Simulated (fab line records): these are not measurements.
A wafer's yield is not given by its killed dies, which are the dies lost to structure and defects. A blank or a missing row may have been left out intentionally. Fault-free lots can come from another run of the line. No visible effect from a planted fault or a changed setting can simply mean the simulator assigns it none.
Problem report in the 8D (eight disciplines) form, filled by code    flow sky130    the parts of the form that need people (team, actions taken, sign-off) are left out

== 1. THE ISSUE ==
At SKY_LOCAL_INTERCONNECT_COAT_06, spin_speed_rpm averages 2802.8 rpm over 6 wafers from 2 lots, while fault-free wafers read 2999.8 rpm, standard deviation 2. Measured from the usual mean, that is -98 standard deviations.
The step: resist thk 450 nm.
Earliest sighting: wafer L177.1 on litho_track-03 at day 35 18:00. At this step, 33 wafers from 11 lots have a number in the record. Rule for "out", or "out of limits": more than 4 standard deviations from the usual mean. Any other wafer with a number is counted as sound.

== 2. WHAT IT IS; WHAT IT IS NOT ==
question                     is                      is not
which readings at this step  spin_speed_rpm          resist_line_temp_C
which lots                   L177, L180              L159, L160, L161, L164, L165, L169, L170, L175, L176
which wafers of those lots   all that have a number  -
read on which tools          litho_track-03          litho_track-02, litho_track-04
when                         from day 35 18:00       up to then (27 sound wafers)

== 3. THE SUSPECTS, EACH WITH WHAT RULES IT OUT ==
Counting: any tool at a process step up to the reading is kept as a suspect provided that every lot that is out went through it and no sound lot did after the first of them.
- rie_diel-04 at SKY_LI_CONTACT_ETCH_15 (etches PSG in C4F8/O2/Ar, stops on Si, target depth 600 nm): kept. It processed each lot that is out, first L177 at day 35 04:20, and no sound lot thereafter; up to then, the last sound lot it processed was L176 at day 35 02:59.
- litho_track-03 at SKY_LOCAL_INTERCONNECT_COAT_06 (resist thk 450 nm): kept. It processed each lot that is out, first L177 at day 35 18:00, and no sound lot thereafter; up to then, the last sound lot it processed was L176 at day 35 17:00. Its own spin_speed_rpm readings are out on those wafers.
After counting, rie_diel-04 at SKY_LI_CONTACT_ETCH_15 and litho_track-03 at SKY_LOCAL_INTERCONNECT_COAT_06 remain.

== 4. THE CAUSE (what the simulator had put in) ==
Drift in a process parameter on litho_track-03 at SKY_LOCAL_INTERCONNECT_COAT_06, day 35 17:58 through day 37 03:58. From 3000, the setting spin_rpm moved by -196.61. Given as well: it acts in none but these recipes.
Of the 2 suspects that counting leaves, this tool is one.

== 5. THE EFFECT CHAIN, in route order ==
Rows list readings where the struck wafers' mean (over those with a number) sits beyond 3 standard deviations from the usual. Only readings whose record carries a usual standard deviation are examined. hours: median over the lots of the time between each lot's start at the first step of this table that gives one and its start at this step. sigmas: the change, counted in usual standard deviations.
hours  step                             reading                   usual       on struck wafers  change  sigmas
0      SKY_LOCAL_INTERCONNECT_COAT_06   spin_speed_rpm            2999.8 rpm  2802.8            -197.0  -98
14     SKY_LOCAL_INTERCONNECT_STRIP_15  strip_time_to_endpoint_s  4.723 s     4.887             +0.164  +8.2
Here are the process steps it includes:
- SKY_LOCAL_INTERCONNECT_COAT_06: resist thk 450 nm.
- SKY_LOCAL_INTERCONNECT_STRIP_15: strips in O2/N2.

== 6. HOW IT WOULD HAVE BEEN CAUGHT EARLIER ==
In this record no reading fell out of limits until day 35 18:00, 0 hours after the fault had begun at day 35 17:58.
